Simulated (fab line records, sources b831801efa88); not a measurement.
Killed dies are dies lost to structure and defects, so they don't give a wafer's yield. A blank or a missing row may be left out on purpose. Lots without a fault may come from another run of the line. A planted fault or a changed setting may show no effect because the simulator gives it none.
fab line records | flow sky130
record lots=6 wafers=18 last_day=51
route steps=708 shown FIELD_ISO@21 NWELL@32 DNWELL@35 PWDE@45 SONOS_ONO@183 PAD_OPEN@708
lots that met no fault: from a run of the same line without faults
start_h: hours from the record's first day to the start of the lot's first wafer shown | wait_h: hours since the lot's step before | " the same as in the row above | L1.1+2: a row that stands for several wafers | - no value, or no start given | * or withheld: withheld | < > ~ a bound
route shown NAME@n: a module of which the file shows steps, and the number in the route of the first | usual: mean/standard deviation of fault-free wafers | same: alike in all rows | chamber/n: place in a boat | sites: the reading at each site | _std_site: their standard deviation | _edge_site: outer sites' mean less inner sites' | radius_mm: how far each site lies from the wafer's centre | mask NAME#n: copy n | behind: the tool/chamber that last shaped the wafer | hold: why the lot was held/for how many hours/how that ended | device: the transistor (n, p or np) that didn't switch | end of line: the same wafers' tests at the end of the route | a step without rows: its recipe alone | killed: dies lost to structure and defects at the first sort, not the wafer's yield | map: a wafer's dies, x killed, . not, _ none there
set.NAME: the setting as run; set.NAME@STEP: as run at that earlier step | model.NAME: the simulator's own value behind a step, which no gauge read
lots at some steps of the route; a table a step, a row a wafer
services: from which hour (start_h, from the record's first day; less than 0 if before it) a tool's chamber was out of use, for how many hours, and why
## steps
# step SKY_FIELD_ISO_CLEAN_20
# recipe chemistry=dHF time_s=19.36 dilution=100:1
# step SKY_FIELD_ISO_WET_ETCH_21
# recipe chemistry=dHF dilution=100:1 target_depth_nm=20 dry=ipa_marangoni target=SiO2 temp_c=25 time_s=400
# step SKY_FIELD_ISO_OXIDATION_22
# recipe temp_c=950 ambient=O2 stabilise_s=600 purge_s=300 target_thk_a=100 ox_time_s=623
# step SKY_FIELD_ISO_THK_MEAS_23
# recipe reads=SiO2_of_FIELD_ISO_OXIDATION_22
# usual FIELD_ISO_OXIDATION_01_THK=9.93/0.22
# columns lot.wafer tool chamber start_h wait_h FIELD_ISO_OXIDATION_01_THK[nm]
L770.2 film_metro-03 - 35.35 0.0 9.86
L770.3 " - " " 9.84
L770.6 " - " " 9.80
L774.1 film_metro-01 - 54.13 0.0 9.70
L774.4 " - " " 9.66
L774.5 " - " " 9.80
L775.1 film_metro-01 - 61.77 0.0 9.95
L775.2 " - " " 9.89
L775.4 " - " " 9.94
L784.2 film_metro-01 - 106.19 0.0 9.69
L784.3 " - " " 9.86
L784.5 " - " " 9.70
L788.2 film_metro-02 - 126.26 0.0 9.91
L788.4 " - " " 9.84
L788.5 " - " " 9.99
L791.2 film_metro-03 - 143.40 0.0 10.25
L791.4 " - " " 10.30
L791.5 " - " " 10.21
# step SKY_FIELD_ISO_CVD_24
# recipe material=SiO2 target_thk_nm=595 temp_c=650 sigma_open_frac=0.3 time_s=99.2 sih4_flow_sccm=60 pressure_mtorr=6
# step SKY_FIELD_ISO_THK_MEAS_25
# recipe reads=SiO2_of_FIELD_ISO_CVD_24
# usual FIELD_ISO_CVD_24_THK=597/5.7
# columns lot.wafer tool chamber start_h wait_h FIELD_ISO_CVD_24_THK[nm]
L770.2 film_metro-02 - 35.48 0.0 600
L770.3 " - " " 600
L770.6 " - " " 606
L774.1 film_metro-03 - 54.26 0.0 597
L774.4 " - " " 594
L774.5 " - " " 589
L775.1 film_metro-02 - 61.90 0.0 606
L775.2 " - " " 599
L775.4 " - " " 602
L784.2 film_metro-03 - 106.32 0.0 600
L784.3 " - " " 605
L784.5 " - " " 604
L788.2 film_metro-01 - 126.39 0.0 596
L788.4 " - " " 594
L788.5 " - " " 599
L791.2 film_metro-03 - 143.57 0.1 587
L791.4 " - " " 589
L791.5 " - " " 593
# step SKY_FIELD_ISO_ANNEAL_26
# recipe temp_c=1000 time_s=1800 ambient=N2
# step SKY_FIELD_ISO_CMP_27
# recipe stop_on=Si3N4 t_overpolish_s=16 down_force_psi=4 platen_rpm=60 target_thk_nm=457.8 pad_velocity_m_s=0.94248
# usual edge_zone_pressure_frac=0.999/0.005 motor_current_A=12.3/1.3 overpolish_run_s=16.001/0.0083 platen_rpm=60.00/0.044 time_to_endpoint_s=114/4.2
# columns lot.wafer tool chamber start_h wait_h edge_zone_pressure_frac motor_current_A overpolish_run_s platen_rpm time_to_endpoint_s
L770.3 cmp-02 3 42.06 0.0 1.000 10.8 15.995 60.02 113
L770.2 " 1 " " 0.996 13.1 16.008 59.99 118
L770.6 " 0 " " 1.000 12.6 16.001 59.95 123
L774.1 cmp-01 3 57.02 0.0 0.998 11.3 16.003 59.96 106
L774.4 " 0 " " 0.998 13.5 15.997 59.99 110
L774.5 " 0 " " 0.995 13.8 16.003 60.05 112
L775.2 cmp-02 0 64.82 0.1 0.999 12.2 15.991 60.02 116
L775.4 " 1 " " 0.999 13.4 15.993 60.01 117
L775.1 " 2 " " 1.000 12.0 15.991 60.07 112
L784.3 cmp-02 3 109.24 0.1 1.000 11.5 16.002 59.86 114
L784.2 " 1 " " 0.997 13.5 15.999 60.02 115
L784.5 " 3 " " 1.004 10.5 16.011 59.94 113
L788.2 cmp-02 2 128.62 0.0 1.002 11.6 15.996 60.06 114
L788.4 " 1 " " 0.997 13.2 16.006 60.05 121
L788.5 " 3 " " 1.006 10.5 16.011 59.99 116
L791.4 cmp-01 0 149.08 0.1 0.995 14.0 15.985 60.02 109
L791.2 " 1 " " 0.999 14.6 16.009 60.00 106
L791.5 " 3 " " 1.001 11.0 15.997 60.02 106
# step SKY_FIELD_ISO_WET_ETCH_28
# recipe chemistry=dHF target_depth_nm=23.7 target=SiO2 dilution=10:1 temp_c=25 time_s=47
# step SKY_FIELD_ISO_WET_ETCH_29
# recipe chemistry=H3PO4 target_depth_nm=160 target=Si3N4 temp_c=160 time_s=1825
# step SKY_FIELD_ISO_WET_ETCH_30
# recipe chemistry=dHF target_depth_nm=25 target=SiO2 dilution=10:1 temp_c=25 time_s=50
# step SKY_NWELL_CLEAN_00
# recipe chemistry=SC1/SC2 mix=1:4:20 temp_c=70 time_s=150 dry=n2_spin
# step SKY_NWELL_OXIDATION_01
# recipe temp_c=900 ambient=O2 stabilise_s=600 purge_s=300 target_thk_a=100 ox_time_s=1418
# usual spike_tc_bottom_C=921.5/1.3 spike_tc_centre_C=899.4/1 spike_tc_lower_C=899.5/1.2 spike_tc_top_C=906.6/2.3 spike_tc_upper_C=899.9/0.92 tube_center_temp_C=900/0.083 tube_center_temp_C_max=902.3/0.38 zone_power_bottom_pct=27.1/0.36 zone_power_centre_pct=17.54/0.22
# columns lot.wafer tool chamber start_h wait_h spike_tc_bottom_C spike_tc_centre_C spike_tc_lower_C spike_tc_top_C spike_tc_upper_C tube_center_temp_C tube_center_temp_C_max zone_power_bottom_pct zone_power_centre_pct model.SiO2_of_NWELL_OXIDATION_01.thk_nm
L770.2 furnace-01 0 45.07 2.1 920.4 899.1 898.1 904.7 898.8 899.93 902.0 27.0 17.91 9.885
L770.3 " 0 " " 923.0 899.1 899.4 903.9 899.3 900.09 902.7 27.3 17.59 10.07
L770.6 " 0 " " 921.9 897.8 902.0 907.2 900.2 899.93 902.9 26.7 17.43 9.849
L774.1 furnace-01 0 59.27 1.3 952.1 927.8 931.0 934.8 929.0 930.44 932.9 29.3 18.91 13.5
L774.4 " 0 " " 950.9 930.1 932.0 935.5 928.8 930.5 933.2 29.0 19.39 13.39
L774.5 " 0 " " 951.3 927.0 930.9 934.2 929.8 930.59 932.8 29.1 19.01 13.54
L775.1 furnace-01 0 66.63 1.0 952.6 930.4 930.1 934.5 929.2 930.37 932.7 29.1 18.66 13.83
L775.2 " 0 " " 952.2 929.0 926.7 934.4 929.3 930.32 932.7 29.0 19.18 13.68
L775.4 " 0 " " 953.9 929.7 929.9 934.8 930.9 930.33 933.3 29.2 18.90 13.71
L784.2 furnace-02 0 111.97 1.8 920.6 899.0 899.6 908.6 900.0 899.95 902.2 27.2 17.44 9.892
L784.3 " 0 " " 919.7 900.4 899.5 908.1 899.5 900.01 902.2 27.1 17.40 9.999
L784.5 " 0 " " 920.1 900.9 899.4 909.4 900.7 900.1 902.7 27.4 17.36 9.984
L788.2 furnace-01 0 129.58 0.0 921.3 899.3 899.5 905.2 899.2 900.02 902.4 26.8 17.69 10.04
L788.4 " 0 " " 920.9 899.1 901.5 905.5 899.7 900.04 902.3 27.6 17.71 9.995
L788.5 " 0 " " 921.0 897.9 898.4 905.4 899.4 899.92 902.4 27.2 17.57 9.964
L791.2 furnace-02 0 151.63 1.7 922.4 900.2 900.5 909.0 898.9 899.98 902.0 27.5 17.49 9.912
L791.4 " 0 " " 920.2 899.1 898.1 907.7 899.4 899.93 903.0 27.2 17.55 10.06
L791.5 " 0 " " 920.3 900.0 898.3 909.3 902.0 899.85 902.1 27.5 17.22 10.07
# step SKY_NWELL_THK_MEAS_02
# recipe reads=SiO2_of_NWELL_OXIDATION_01
# usual NWELL_OXIDATION_THK=9.97/0.18
# columns lot.wafer tool chamber start_h wait_h NWELL_OXIDATION_THK[nm]
L770.2 film_metro-02 - 46.47 0.0 9.86
L770.3 " - " " 10.03
L770.6 " - " " 9.84
L774.1 film_metro-02 - 60.66 0.0 13.49
L774.4 " - " " 13.38
L774.5 " - " " 13.58
L775.1 film_metro-02 - 68.03 0.0 13.81
L775.2 " - " " 13.71
L775.4 " - " " 13.72
L784.2 film_metro-01 - 113.38 0.0 9.88
L784.3 " - " " 10.04
L784.5 " - " " 9.99
L788.2 film_metro-04 - 130.98 0.0 10.03
L788.4 " - " " 10.01
L788.5 " - " " 9.95
L791.2 film_metro-04 - 153.03 0.0 9.97
L791.4 " - " " 10.06
L791.5 " - " " 10.08
# step SKY_DNWELL_DEHYDRATE_00
# recipe temp_c=200 time_s=60
# step SKY_DNWELL_HMDS_01
# recipe prime_time_s=60 prime_temp_c=120
# step SKY_DNWELL_COAT_02
# recipe spin_rpm=2000 resist_thk_nm=3000
# step SKY_DNWELL_SOFTBAKE_03
# recipe temp_c=110 time_s=withheld
# step SKY_DNWELL_EXPOSE_04
# recipe mask_id=DNM na=0.57 target_cd_nm=3000 dose_mj=222
# step SKY_DNWELL_PEB_05
# recipe temp_c=115 time_s=withheld
# step SKY_DNWELL_DEVELOP_06
# recipe wall_angle_deg=90 developer=TMAH develop_time_s=60 dev_temp_c=23
# step SKY_DNWELL_IMPLANT_07
# recipe species=P energy_kev=withheld dose_cm2=withheld tilt_deg=withheld
# step SKY_DNWELL_STRIP_08
# recipe chemistry=O2/N2 power_w=1400 pressure_mtorr=1500 platen_temp_c=withheld o2_flow_sccm=3000 n2_flow_sccm=300 overash_fraction=0.5
# usual drypump_motor_current_A=5.9/0.3 oes_product_au=0.723/0.0048 strip_time_to_endpoint_s=36.91/0.1
# columns lot.wafer tool chamber start_h wait_h drypump_motor_current_A oes_product_au rf_hours_counter_h strip_time_to_endpoint_s
L770.2 plasma_asher-04 1 62.28 0.1 5.7 0.723 37 36.96
L770.3 " 0 " " 6.2 0.722 - 36.96
L770.6 " 1 " " 5.7 0.723 - 37.02
L774.1 plasma_asher-02 1 77.43 0.1 6.3 0.725 38 37.14
L774.4 " 1 " " 6.3 0.733 - 37.06
L774.5 " 1 " " 6.3 0.722 - 37.05
L775.1 plasma_asher-04 0 85.08 0.1 6.2 0.718 39 36.76
L775.2 " 1 " " 5.7 0.727 39 36.75
L775.4 " 0 " " 6.2 0.722 - 36.72
L784.2 plasma_asher-04 0 132.83 0.1 6.3 0.725 44 36.75
L784.3 " 0 " " 6.2 0.717 - 36.81
L784.5 " 0 " " 6.2 0.720 - 36.90
L788.2 plasma_asher-02 0 151.30 0.1 5.7 0.710 3 36.86
L788.4 " 0 " " 5.7 0.724 - 36.84
L788.5 " 0 " " 5.7 0.732 - 36.98
L791.2 plasma_asher-02 0 173.98 0.1 5.7 0.716 6 36.85
L791.4 " 1 " " 6.3 0.725 - 37.07
L791.5 " 0 " " 5.7 0.717 - 36.84
# step SKY_DNWELL_TW_MEAS_09
# usual DNWELL_TW=1118/6.8
# columns lot.wafer tool chamber start_h wait_h DNWELL_TW
L770.2 film_metro-02 - 62.39 0.1 1138
L770.3 " - " " 1134
L770.6 " - " " 1135
L774.1 film_metro-02 - 77.53 0.1 1120
L774.4 " - " " 1126
L774.5 " - " " 1126
L775.1 film_metro-04 - 85.18 0.1 1111
L775.2 " - " " 1122
L775.4 " - " " 1118
L784.2 film_metro-01 - 132.94 0.1 1119
L784.3 " - " " 1116
L784.5 " - " " 1114
L788.2 film_metro-04 - 151.41 0.1 1123
L788.4 " - " " 1117
L788.5 " - " " 1120
L791.2 film_metro-02 - 174.09 0.1 1117
L791.4 " - " " 1117
L791.5 " - " " 1119
# step SKY_PWDE_DEHYDRATE_00
# recipe temp_c=200 time_s=60
# step SKY_PWDE_HMDS_01
# recipe prime_time_s=60 prime_temp_c=120
# step SKY_PWDE_COAT_02
# recipe spin_rpm=2000 resist_thk_nm=3000
# step SKY_PWDE_SOFTBAKE_03
# recipe temp_c=110 time_s=withheld
# step SKY_PWDE_EXPOSE_04
# recipe mask_id=PWDEM na=0.6 source_shape=conventional sigma_outer=0.6 polarization=unpolarized target_cd_nm=840 dose_mj=214
# step SKY_PWDE_PEB_05
# recipe temp_c=115 time_s=withheld
# step SKY_PWDE_DEVELOP_06
# recipe wall_angle_deg=90 developer=TMAH develop_time_s=60 dev_temp_c=23
# step SKY_PWDE_OVL_MEAS_07
# usual PWDE_OVL=-1.4/1.2
# columns lot.wafer tool chamber start_h wait_h PWDE_OVL[nm]
L770.2 overlay-01 - 80.04 - -1.4
L770.3 " - " " -1.9
L770.6 " - " " -1.1
L774.1 overlay-01 - 95.80 - -3.3
L774.4 " - " " -3.8
L774.5 " - " " -3.4
L775.1 overlay-01 - 103.85 - -1.5
L775.2 " - " " -2.9
L775.4 " - " " -3.0
L784.2 overlay-02 - 152.15 - -1.3
L784.3 " - " " -1.0
L784.5 " - " " -1.7
L788.2 overlay-02 - 170.95 - -0.5
L788.4 " - " " -1.0
L788.5 " - " " -0.4
L791.2 overlay-02 - 196.04 - 0.0
L791.4 " - " " -1.6
L791.5 " - " " -2.0
# step SKY_PWDE_IMPLANT_08
# recipe species=B energy_kev=150 dose_cm2=3.6e+12 tilt_deg=withheld
# step SKY_PWDE_STRIP_09
# recipe chemistry=O2/N2 power_w=1400 pressure_mtorr=1500 platen_temp_c=withheld o2_flow_sccm=3000 n2_flow_sccm=300 overash_fraction=0.5
# usual drypump_motor_current_A=5.8/0.41 oes_product_au=0.722/0.0042 strip_time_to_endpoint_s=36.91/0.1
# columns lot.wafer tool chamber start_h wait_h drypump_motor_current_A oes_product_au rf_hours_counter_h strip_time_to_endpoint_s
L770.2 plasma_asher-04 1 80.22 0.1 5.7 0.728 39 36.90
L770.3 " 1 " " 5.7 0.723 - 36.93
L770.6 " 1 " " 5.7 0.725 - 36.98
L774.1 plasma_asher-04 1 95.99 0.1 5.7 0.728 40 37.14
L774.4 " 0 " " 6.2 0.722 - 37.09
L774.5 " 0 " " 6.2 0.723 - 37.07
L775.1 plasma_asher-01 0 104.04 0.1 5.0 0.719 41 37.12
L775.2 " 1 " " 5.7 0.731 41 37.05
L775.4 " 1 " " 5.7 0.716 - 37.08
L784.2 plasma_asher-04 0 152.33 0.1 6.2 0.721 46 36.87
L784.3 " 1 " " 5.7 0.718 - 36.77
L784.5 " 1 " " 5.7 0.723 - 36.77
L788.2 plasma_asher-01 0 171.13 0.1 5.0 0.720 48 36.75
L788.4 " 1 " " 5.7 0.724 - 36.80
L788.5 " 0 " " 5.0 0.730 - 36.81
L791.2 plasma_asher-04 1 196.22 0.1 5.7 0.722 51 36.95
L791.4 " 0 " " 6.1 0.728 - 36.85
L791.5 " 0 " " 6.2 0.723 - 36.86
# step SKY_PWDE_TW_MEAS_10
# usual PWDE_TW=375.2/2
# columns lot.wafer tool chamber start_h wait_h PWDE_TW
L770.2 film_metro-01 - 80.33 0.1 376.0
L770.3 " - " " 375.7
L770.6 " - " " 378.0
L774.1 film_metro-01 - 96.09 0.1 373.4
L774.4 " - " " 374.1
L774.5 " - " " 374.0
L775.1 film_metro-04 - 104.14 0.1 375.1
L775.2 " - " " 373.6
L775.4 " - " " 373.1
L784.2 film_metro-01 - 152.44 0.1 375.2
L784.3 " - " " 371.3
L784.5 " - " " 372.9
L788.2 film_metro-01 - 171.24 0.1 376.3
L788.4 " - " " 375.1
L788.5 " - " " 373.9
L791.2 film_metro-01 - 196.33 0.1 370.5
L791.4 " - " " 372.4
L791.5 " - " " 370.8
# step SKY_NWELL_DEHYDRATE_03
# recipe temp_c=200 time_s=60
# step SKY_NWELL_HMDS_04
# recipe prime_time_s=60 prime_temp_c=120
# step SKY_NWELL_COAT_05
# recipe spin_rpm=2000 resist_thk_nm=3000
# step SKY_NWELL_SOFTBAKE_06
# recipe temp_c=110 time_s=withheld
# step SKY_NWELL_EXPOSE_07
# recipe mask_id=NWM na=0.6 source_shape=conventional sigma_outer=0.6 polarization=unpolarized target_cd_nm=840 dose_mj=255
# step SKY_NWELL_PEB_08
# recipe temp_c=115 time_s=withheld
# step SKY_NWELL_DEVELOP_09
# recipe wall_angle_deg=90 developer=TMAH develop_time_s=62.75 dev_temp_c=23
# step SKY_SONOS_ONO_ETCH_15
# recipe target_depth_nm=19.52 chemistry=CHF3/O2 source_w=600 bias_w=200 pressure_mtorr=40 chf3_flow_sccm=50 O2_flow_sccm=5 time_s=7.8
# usual drypump_motor_current_A=5.9/0.48 oes_product_au=1.004/0.011 throttle_valve_pct=8.826/0.0099
# columns lot.wafer tool chamber start_h wait_h drypump_motor_current_A oes_product_au rf_hours_counter_h throttle_valve_pct model.SiO2_of_NWELL_OXIDATION_01.thk_nm
L770.2 rie_diel-02 2 304.40 0.0 6.7 1.009 79 8.841 5.288
L770.3 " 3 " " 5.6 1.009 103 8.819 5.54
L770.6 " 3 " " 5.6 1.010 - 8.820 5.322
L774.1 rie_diel-02 1 326.49 0.0 6.6 1.006 32 8.836 8.952
L774.4 " 2 " " 6.8 1.030 79 8.821 8.766
L774.5 " 3 " " 5.6 0.998 - 8.820 9.022
L775.1 rie_diel-02 2 335.45 0.0 6.7 1.011 79 8.836 9.267
L775.2 " 0 " " 5.7 0.981 8 8.839 9.254
L775.4 " 3 " " 5.6 0.991 103 8.834 9.235
L784.2 rie_diel-03 3 409.34 0.0 6.4 1.007 78 8.802 5.381
L784.3 " 2 " " 5.2 1.007 62 8.815 5.412
L784.5 " 3 " " 6.4 0.997 - 8.822 5.466
L788.2 rie_diel-04 3 433.86 0.0 5.6 1.000 9 8.837 5.483
L788.4 " 0 " " 5.5 1.001 32 8.819 5.505
L788.5 " 2 " " 5.5 1.030 - 8.819 5.321
L791.2 rie_diel-04 2 472.31 0.0 5.5 1.033 2 8.836 5.277
L791.4 " 3 " " 5.6 1.013 10 8.836 5.512
L791.5 " 3 " " 5.6 1.003 - 8.836 5.532
# step SKY_PAD_OPEN_PROBE_99
# usual killed_at_M0_to_M3=43/7.5 killed_at_M4_up=3.2/1.9 killed_at_contacts=24/5.6 killed_at_front_end=15/4.8 killed_at_other=0.2/0.54 killed_dies=86/11 killed_open=47/7.6 killed_short=39/7.1
# same gross_dies=492 killed_at_back_side=0
# columns lot.wafer tool chamber start_h wait_h killed_at_M0_to_M3 killed_at_M4_up killed_at_contacts killed_at_front_end killed_at_other killed_dies killed_open killed_short model.etest.tip_p.rs_ohm_sq model.etest.pfet_01v8_mvt.drive_ua_um model.etest.pfet_01v8_mvt.off_log10_a_um model.etest.pfet_01v8.off_log10_a_um model.etest.pfet_g5v0d10v5.off_log10_a_um model.etest.pfet_01v8_mvt.vt_sat_v model.etest.pfet_g5v0d10v5.vt_sat_v model.etest.pfet_01v8_mvt.vt_v
L770.2 prober-01 - 1108.43 0.1 33 6 14 7 3 63 29 34 6862 145.6 -11.16 -10.36 -12.65 -0.5985 -0.6399 -0.6809
L770.3 prober-01 - 1108.48 0.2 43 4 21 13 1 82 48 34 6879 148.3 -11.14 -10.12 -12.77 -0.5999 -0.6694 -0.6831
L770.6 prober-01 - 1108.63 0.2 39 3 21 7 1 71 38 33 6829 147.4 -11.05 -10.09 -12.84 -0.5938 -0.6725 -0.6783
L774.1 prober-02 - 1127.80 0.1 38 2 24 23 0 87 51 36 6976 143.1 -11.79 -10.84 -13.14 -0.6434 -0.6899 -0.7176
L774.4 prober-02 - 1127.95 0.2 47 2 34 14 0 97 56 41 6984 140.4 -11.73 -11.03 -13.35 -0.6497 -0.7245 -0.7204
L774.5 prober-02 - 1128.00 0.2 53 4 36 14 0 107 61 46 6990 141.6 -11.82 -10.99 -13.34 -0.6479 -0.7187 -0.7163
L775.1 prober-01 - 1130.93 0.1 30 5 23 13 1 72 44 28 6937 148.4 -11.24 -10.08 -13.07 -0.613 -0.6878 -0.6976
L775.2 prober-01 - 1130.98 0.1 43 5 26 6 1 81 39 42 6883 148 -11.2 -10.13 -12.8 -0.6057 -0.6616 -0.6888
L775.4 prober-01 - 1131.08 0.2 46 3 18 18 0 85 37 48 6905 147.1 -11.15 -10.06 -12.96 -0.6073 -0.6867 -0.6913
L784.2 prober-02 - 1177.59 0.1 28 5 24 11 0 68 34 34 6885 147.5 -10.91 -9.797 -12.57 -0.5743 -0.6197 -0.6585
L784.3 prober-02 - 1177.64 0.2 38 1 21 17 1 78 33 45 6908 150.7 -10.71 -9.909 -12.63 -0.5756 -0.6481 -0.6619
L784.5 prober-02 - 1177.74 0.2 39 6 19 18 0 82 42 40 6867 151.7 -10.61 -9.577 -12.19 -0.5581 -0.5846 -0.6483
L788.2 prober-02 - 1193.16 0.1 36 2 32 22 0 92 36 56 6982 147.6 -11.04 -9.96 -12.81 -0.5914 -0.6632 -0.6781
L788.4 prober-02 - 1193.26 0.2 34 5 36 17 0 92 54 38 6991 149.2 -10.95 -10.01 -12.79 -0.5916 -0.6667 -0.6767
L788.5 prober-02 - 1193.31 0.2 41 2 25 24 2 94 46 48 6967 151.4 -10.9 -9.877 -12.52 -0.5872 -0.6277 -0.6731
L791.2 prober-01 - 1214.26 0.1 37 3 30 15 0 85 55 30 6864 158.1 -10.39 -9.15 -12.27 -0.5406 -0.6085 -0.6349
L791.4 prober-01 - 1214.36 0.2 53 4 25 11 0 93 48 45 6863 156.1 -10.38 -9.357 -12.23 -0.5367 -0.5889 -0.6273
L791.5 prober-01 - 1214.41 0.2 47 5 19 20 0 91 53 38 6861 155.6 -10.23 -9.799 -12.12 -0.5432 -0.5829 -0.6308
# killed by level:class
L770.2 VIA1:geometric_particle:open=9 METAL1:geometric_particle:short=6 LI_CONTACT:geometric_particle:open=4 CONTACT:geometric_particle:short=4 METAL2:geometric_particle:short=4 METAL4:geometric_particle:short=4 METAL3:geometric_particle:short=4 CONTACT:geometric_particle:open=3
L770.3 VIA1:geometric_particle:open=11 CONTACT:geometric_particle:open=10 VIA3:geometric_particle:open=7 VIA2:geometric_particle:open=6 CONTACT:geometric_particle:short=5 METAL3:geometric_particle:short=5 FIELD_ISO:geometric_particle:open=4 POLY_GATE:geometric_particle:open=4
L770.6 VIA1:geometric_particle:open=16 LI_CONTACT:geometric_particle:open=7 CONTACT:geometric_particle:open=7 METAL2:geometric_particle:short=6 VIA2:geometric_particle:open=5 VIA1:geometric_particle:short=5 LOCAL_INTERCONNECT:geometric_particle:short=4 CONTACT:geometric_particle:short=3
L774.1 CONTACT:geometric_particle:open=12 VIA2:geometric_particle:open=9 FIELD_ISO:geometric_particle:short=8 LI_CONTACT:geometric_particle:open=7 METAL2:geometric_particle:short=7 POLY_GATE:geometric_particle:open=5 METAL1:geometric_particle:short=5 VIA1:geometric_particle:open=5
L774.4 VIA1:geometric_particle:open=14 LI_CONTACT:geometric_particle:open=12 CONTACT:geometric_particle:open=11 VIA1:geometric_particle:short=7 METAL1:geometric_particle:short=5 VIA2:geometric_particle:open=5 FIELD_ISO:geometric_particle:open=4 CONTACT:geometric_particle:short=4
L774.5 CONTACT:geometric_particle:open=17 METAL1:geometric_particle:short=8 VIA2:geometric_particle:open=8 VIA3:geometric_particle:open=7 LI_CONTACT:geometric_particle:open=6 VIA1:geometric_particle:open=6 METAL2:geometric_particle:short=6 FIELD_ISO:geometric_particle:open=5
L775.1 CONTACT:geometric_particle:open=8 VIA3:geometric_particle:open=7 FIELD_ISO:geometric_particle:open=6 LI_CONTACT:geometric_particle:open=6 VIA1:geometric_particle:open=6 LOCAL_INTERCONNECT:geometric_particle:short=5 CONTACT:geometric_particle:short=4 VIA2:geometric_particle:open=4
L775.2 LI_CONTACT:geometric_particle:open=10 VIA1:geometric_particle:open=8 METAL3:geometric_particle:short=8 VIA3:geometric_particle:open=8 METAL2:geometric_particle:short=6 CONTACT:geometric_particle:open=5 CONTACT:geometric_particle:short=5 METAL4:geometric_particle:short=4
L775.4 VIA2:geometric_particle:short=8 VIA1:geometric_particle:open=8 LOCAL_INTERCONNECT:geometric_particle:short=6 CONTACT:geometric_particle:open=6 METAL1:geometric_particle:short=5 METAL2:geometric_particle:short=5 VIA3:geometric_particle:open=5 FIELD_ISO:geometric_particle:open=4
L784.2 LOCAL_INTERCONNECT:geometric_particle:short=7 CONTACT:geometric_particle:open=7 VIA1:geometric_particle:open=6 CONTACT:geometric_particle:short=5 METAL1:geometric_particle:short=5 VIA3:geometric_particle:open=5 SPACER:geometric_particle:open=4 POLY_GATE:geometric_particle:open=3
L784.3 LI_CONTACT:geometric_particle:open=11 METAL2:geometric_particle:short=9 POLY_GATE:geometric_particle:short=8 VIA1:geometric_particle:open=6 METAL1:geometric_particle:short=5 LOCAL_INTERCONNECT:geometric_particle:short=4 CONTACT:geometric_particle:open=4 VIA1:geometric_particle:short=4
L784.5 VIA2:geometric_particle:open=9 VIA3:geometric_particle:open=7 POLY_GATE:geometric_particle:open=6 CONTACT:geometric_particle:short=5 CONTACT:geometric_particle:open=5 METAL4:geometric_particle:short=5 METAL2:geometric_particle:short=5 METAL3:geometric_particle:short=5
L788.2 CONTACT:geometric_particle:open=11 METAL2:geometric_particle:short=8 FIELD_ISO:geometric_particle:short=7 LI_CONTACT:geometric_particle:open=7 VIA1:geometric_particle:open=7 POLY_GATE:geometric_particle:short=6 LI_CONTACT:geometric_particle:short=5 CONTACT:geometric_particle:short=5
L788.4 CONTACT:geometric_particle:open=12 LI_CONTACT:geometric_particle:open=11 VIA1:geometric_particle:open=9 VIA3:geometric_particle:open=8 VIA1:geometric_particle:short=6 FIELD_ISO:geometric_particle:open=5 LOCAL_INTERCONNECT:geometric_particle:short=5 CONTACT:geometric_particle:short=5
L788.5 CONTACT:geometric_particle:open=8 LI_CONTACT:geometric_particle:open=7 VIA1:geometric_particle:open=7 METAL1:geometric_particle:short=6 POLY_GATE:geometric_particle:open=6 POLY_GATE:geometric_particle:short=6 FIELD_ISO:geometric_particle:open=5 METAL2:geometric_particle:short=5
L791.2 VIA1:geometric_particle:open=16 CONTACT:geometric_particle:open=11 VIA2:geometric_particle:open=7 POLY_GATE:geometric_particle:open=7 CONTACT:geometric_particle:short=7 LI_CONTACT:geometric_particle:open=5 METAL2:geometric_particle:short=4 LOCAL_INTERCONNECT:geometric_particle:short=4
L791.4 VIA1:geometric_particle:open=12 LI_CONTACT:geometric_particle:open=8 CONTACT:geometric_particle:open=8 VIA3:geometric_particle:open=8 METAL2:geometric_particle:short=7 VIA1:geometric_particle:short=6 VIA3:geometric_particle:short=5 LOCAL_INTERCONNECT:geometric_particle:short=4
L791.5 VIA1:geometric_particle:open=12 VIA3:geometric_particle:open=9 CONTACT:geometric_particle:open=7 LOCAL_INTERCONNECT:geometric_particle:short=6 FIELD_ISO:geometric_particle:short=5 POLY_GATE:geometric_particle:open=5 LI_CONTACT:geometric_particle:open=5 VIA2:geometric_particle:short=5
## services
# columns tool chamber start_h hours kind
plasma_asher-02 - 42.05 0.8 repair
cmp-02 - 54.21 5.4 pm
rie_diel-02 3 74.78 3.2 repair
furnace-01 - 91.61 3.9 pm
plasma_asher-02 - 108.80 9.0 pm
plasma_asher-04 - 139.27 1.2 repair
cmp-02 - 140.93 7.7 repair
plasma_asher-02 - 182.09 9.5 repair
furnace-01 - 208.74 4.4 pm
cmp-02 - 212.58 7.0 pm
cmp-02 - 232.00 4.0 pm
rie_diel-02 3 253.23 3.2 repair
cmp-02 - 257.61 1.1 repair
plasma_asher-02 - 258.90 4.5 repair
furnace-01 - 259.09 4.0 pm
cmp-02 - 330.33 1.7 repair
cmp-02 - 345.64 12.3 pm
cmp-02 - 362.50 0.5 repair
rie_diel-02 1 379.84 8.0 repair
plasma_asher-04 - 420.62 2.8 pm
cmp-02 - 423.21 4.8 pm
plasma_asher-04 - 423.37 9.0 pm
furnace-01 - 427.67 3.4 pm
cmp-02 - 455.20 1.2 repair
## key
first_sign step=SKY_NWELL_OXIDATION_01 reading=tube_center_temp_C direction=up sigmas=99+ usual=* struck=*
effect step=SKY_NWELL_OXIDATION_01 reading=tube_center_temp_C_max direction=up sigmas=80 usual=* struck=*
effect step=SKY_NWELL_THK_MEAS_02 reading=NWELL_OXIDATION_THK direction=up sigmas=20 usual=9.97 struck=13.62
model_effect step=SKY_NWELL_OXIDATION_01 value=SiO2_of_NWELL_OXIDATION_01.thk_nm without=9.93 struck=13.61
model_effect step=SKY_SONOS_ONO_ETCH_15 value=SiO2_of_NWELL_OXIDATION_01.thk_nm without=5.403 struck=9.083
model_effect step=SKY_PAD_OPEN_PROBE_99 value=etest.tip_p.rs_ohm_sq without=6795 struck=6946
met_at SKY_NWELL_OXIDATION_01
struck_wafers L774.1,L774.4,L774.5,L775.1,L775.2,L775.4
tester_left_out L774,L775
onset_between 45.07 59.27
fault kind=process_parameter_drift tool=furnace-01 chamber=- onset_h=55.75 steps=SKY_NWELL_OXIDATION_01 channel=temp_c offset=* shape=step end_h=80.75 acts_in=* stated=*
# tester_left_out: of these lots the tester's yield and bins aren't shown, on N5 and GAA mostly nor the transistor test; their killed dies are dies lost to structure and defects alone, not to doping, threshold or leakage, so they don't give the yield
